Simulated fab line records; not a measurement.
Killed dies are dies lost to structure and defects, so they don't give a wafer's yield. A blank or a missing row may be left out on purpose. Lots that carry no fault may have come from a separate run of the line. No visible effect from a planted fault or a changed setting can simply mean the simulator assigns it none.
Matching of chambers || flow sky130 || pecvd-01 running SKY_CAP2M_CVD_00: 3 sister chambers
The step deposits SiO2, target thk 15.5 nm. 16 wafers are shown with their chamber, then 8 later ones without.

## WAFERS PAIRED WITH THEIR CHAMBERS
{"wafer": "L074.2", "chamber": 2, "heater-power-w (W)": 721, "heater-power-outer-w (W)": 432}
{"wafer": "L074.5", "chamber": 0, "heater-power-w (W)": 821, "heater-power-outer-w (W)": 493}
{"wafer": "L074.6", "chamber": 2, "heater-power-w (W)": 706, "heater-power-outer-w (W)": 416}
{"wafer": "L080.2", "chamber": 2, "heater-power-w (W)": 650, "heater-power-outer-w (W)": 370}
{"wafer": "L080.4", "chamber": 2, "heater-power-w (W)": 651, "heater-power-outer-w (W)": 363}
{"wafer": "L080.6", "chamber": 0, "heater-power-w (W)": 785, "heater-power-outer-w (W)": 470}
{"wafer": "L081.3", "chamber": 0, "heater-power-w (W)": 798, "heater-power-outer-w (W)": 473}
{"wafer": "L081.4", "chamber": 1, "heater-power-w (W)": 758, "heater-power-outer-w (W)": 471}
{"wafer": "L081.6", "chamber": 2, "heater-power-w (W)": 747, "heater-power-outer-w (W)": 455}
{"wafer": "L084.2", "chamber": 0, "heater-power-w (W)": 865, "heater-power-outer-w (W)": 526}
{"wafer": "L084.4", "chamber": 0, "heater-power-w (W)": 873, "heater-power-outer-w (W)": 540}
{"wafer": "L084.6", "chamber": 1, "heater-power-w (W)": 708, "heater-power-outer-w (W)": 421}
{"wafer": "L089.2", "chamber": 0, "heater-power-w (W)": 838, "heater-power-outer-w (W)": 511}
{"wafer": "L089.4", "chamber": 2, "heater-power-w (W)": 678, "heater-power-outer-w (W)": 397}
{"wafer": "L089.6", "chamber": 0, "heater-power-w (W)": 865, "heater-power-outer-w (W)": 518}
{"wafer": "L092.1", "chamber": 0, "heater-power-w (W)": 860, "heater-power-outer-w (W)": 522}

SIGNATURES (means of the wafers above)
{"reading": "heater-power-w", "chamber 0": 838.12, "chamber 1": 733.00, "chamber 2": 692.17, "scatter within a chamber": 36}
{"reading": "heater-power-outer-w", "chamber 0": 506.62, "chamber 1": 446.00, "chamber 2": 405.50, "scatter within a chamber": 30.6}
Rule: for a wafer and a chamber, the distance is found by dividing, reading by reading, the gap between the wafer's reading and the chamber's mean by the reading's scatter, squaring, summing and taking the root. The wafer belongs to the nearest chamber; if the next one is less than 2 further off, it can't be placed. The scatter: the root of (the sum of the squares of (reading less its chamber's mean) over the shown wafers, divided by (wafers less chambers)).

## WAFERS MISSING THEIR CHAMBER
{"wafer": "L092.2", "heater-power-w (W)": 642, "heater-power-outer-w (W)": 360}
{"wafer": "L092.5", "heater-power-w (W)": 897, "heater-power-outer-w (W)": 538}
{"wafer": "L093.2", "heater-power-w (W)": 740, "heater-power-outer-w (W)": 429}
{"wafer": "L093.5", "heater-power-w (W)": 719, "heater-power-outer-w (W)": 437}
{"wafer": "L093.6", "heater-power-w (W)": 725, "heater-power-outer-w (W)": 427}
{"wafer": "L097.1", "heater-power-w (W)": 760, "heater-power-outer-w (W)": 475}
{"wafer": "L097.5", "heater-power-w (W)": 760, "heater-power-outer-w (W)": 460}
{"wafer": "L097.6", "heater-power-w (W)": 684, "heater-power-outer-w (W)": 404}

## EACH ONE'S CHAMBER
{"wafer": "L092.2", "from the rows above": "can't be placed: 2 or 1", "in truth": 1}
{"wafer": "L092.5", "from the rows above": 0, "in truth": 0}
{"wafer": "L093.2", "from the rows above": "can't be placed: 1 or 2", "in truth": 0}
{"wafer": "L093.5", "from the rows above": "can't be placed: 1 or 2", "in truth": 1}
{"wafer": "L093.6", "from the rows above": "can't be placed: 1 or 2", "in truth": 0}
{"wafer": "L097.1", "from the rows above": "can't be placed: 1 or 0 or 2", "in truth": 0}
{"wafer": "L097.5", "from the rows above": "can't be placed: 1 or 2 or 0", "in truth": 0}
{"wafer": "L097.6", "from the rows above": "can't be placed: 2 or 1", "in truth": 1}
Placed correctly: 1 of 8. Can't be placed from these rows: 7 (the true chamber is among the candidates in 5). Wrongly placed: 0.
